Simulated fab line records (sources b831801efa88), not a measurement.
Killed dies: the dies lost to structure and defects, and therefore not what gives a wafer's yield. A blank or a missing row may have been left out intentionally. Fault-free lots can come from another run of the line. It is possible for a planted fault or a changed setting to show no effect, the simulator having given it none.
Split-lot study + flow gf180mcu + route with 602 steps; 5 lots, 23 wafers read

## THE SPLIT
At GF_V4_SPUTTER_22 (material TiN, target thk 10 nm, time 40 s), the setting time s was moved away from the recipe's 40 s on 8 of the 23 wafers read, by -4.4% to +7.3%. The other wafers ran this setting at the recipe's value.

The reading is taken at the split's own step.

## THE READING
TiN_of_V4_SPUTTER_22.thk nm (the simulator's own value, which no gauge read), in nm, at GF_V4_SPUTTER_22 (material TiN, target thk 10 nm, time 40 s). The file gives no usual value for it. Across the 15 wafers here that went through the recipe, the average is 10.062 nm and the standard deviation 0.12 nm.

| wafer  | tool, chamber at the split | time s as run, s | against the recipe | TiN_of_V4_SPUTTER_22.thk nm, nm | against lot-mates on the recipe |
|--------|----------------------------|------------------|--------------------|---------------------------------|---------------------------------|
| L077.1 | pvd sputter-03, -          | 40               | recipe             | 10.11                           | -                               |
| L077.3 | pvd sputter-03, -          | 40               | recipe             | 10.13                           | -                               |
| L077.4 | pvd sputter-03, -          | 42.53            | +6.3%              | 10.77                           | +0.633                          |
| L077.5 | pvd sputter-03, -          | 40               | recipe             | 10.17                           | -                               |
| L077.6 | pvd sputter-03, -          | 42.53            | +6.3%              | 10.8                            | +0.663                          |
| L078.1 | pvd sputter-02, -          | 40               | recipe             | 10.11                           | -                               |
| L078.3 | pvd sputter-02, -          | 42.91            | +7.3%              | 10.76                           | +0.610                          |
| L078.4 | pvd sputter-02, -          | 40               | recipe             | 10.19                           | -                               |
| L078.5 | pvd sputter-02, -          | 42.91            | +7.3%              | 10.78                           | +0.630                          |
| L078.6 | pvd sputter-02, -          | 42.91            | +7.3%              | 10.81                           | +0.660                          |
| L080.2 | pvd sputter-01, -          | 40               | recipe             | 10.01                           | -                               |
| L080.3 | pvd sputter-01, -          | 40               | recipe             | 10.15                           | -                               |
| L080.4 | pvd sputter-01, -          | 40               | recipe             | 10.1                            | -                               |
| L082.1 | pvd sputter-03, -          | 40               | recipe             | 9.973                           | -                               |
| L082.2 | pvd sputter-03, -          | 40               | recipe             | 9.896                           | -                               |
| L082.3 | pvd sputter-03, -          | 40               | recipe             | 10.05                           | -                               |
| L082.4 | pvd sputter-03, -          | 40               | recipe             | 9.821                           | -                               |
| L082.6 | pvd sputter-03, -          | 40               | recipe             | 9.846                           | -                               |
| L083.1 | pvd sputter-01, -          | 40               | recipe             | 10.17                           | -                               |
| L083.2 | pvd sputter-01, -          | 38.23            | -4.4%              | 9.649                           | -0.536                          |
| L083.3 | pvd sputter-01, -          | 38.23            | -4.4%              | 9.693                           | -0.492                          |
| L083.4 | pvd sputter-01, -          | 40               | recipe             | 10.2                            | -                               |
| L083.5 | pvd sputter-01, -          | 38.23            | -4.4%              | 9.563                           | -0.622                          |

FIT RESULTS
A straight line over all 23 wafers: TiN_of_V4_SPUTTER_22.thk nm changes by +0.102 nm for each +1% of time s; r = +0.96; the points scatter about the line by 0.11 nm.
The same after taking each lot's own level away (the mean of its wafers on the recipe; 23 wafers): +0.1 nm for each +1%; r = +0.98; scatter 0.072 nm.
On that fit, the largest move of time s shifts the reading by 0.73 nm.
Across the lots, their own levels run from 9.9172 to 10.1850 nm, a range of 2.2 times the standard deviation given above.
Hence the lot-to-lot level has little effect on the slope; both slopes agree.
Check: with one of the wafers moved furthest among these (+7.3%) left out of the fit, the line predicts +0.727 nm for it against its lot-mates. It came out at +0.61 nm against them.

## OTHER SPLITS ON THESE WAFERS
Before the reading, these wafers also passed through other splits. Each is held against what the fit with the lots' levels taken away leaves over:
| other split on the same wafers  | wafers away from the commonest value | r with TiN_of_V4_SPUTTER_22.thk nm (lot level and that fit taken away) |
|---------------------------------|--------------------------------------|------------------------------------------------------------------------|
| GF_HV_LDD_IMPLANT_48 energy kev | 6                                    | +0.16                                                                  |
| GF_M1_COAT_09 resist thk nm     | 6                                    | -0.11                                                                  |
| GF_M1_SOFTBAKE_10 time s        | 9                                    | +0.42                                                                  |
| GF_M2_SPUTTER_01 power w        | 9                                    | -0.18                                                                  |
| GF_V2_EXPOSE_11 dose mj         | 7                                    | -0.01                                                                  |
| GF_V2_PEB_12 peb temp c         | 10                                   | -0.20                                                                  |
| GF_V3_CVD_23 pressure torr      | 5                                    | +0.23                                                                  |
| GF_M4_SPUTTER_01 power w        | 8                                    | -0.15                                                                  |
| GF_V4_CMP_04 leave above ref nm | 9                                    | +0.12                                                                  |
| GF_V4_ETCH_16 pressure mtorr    | 15                                   | -0.36                                                                  |

## THE FILE'S OWN FIT
TiN_of_V4_SPUTTER_22.thk nm changes by +0.0988 nm for each +1% of time s, r = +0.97.
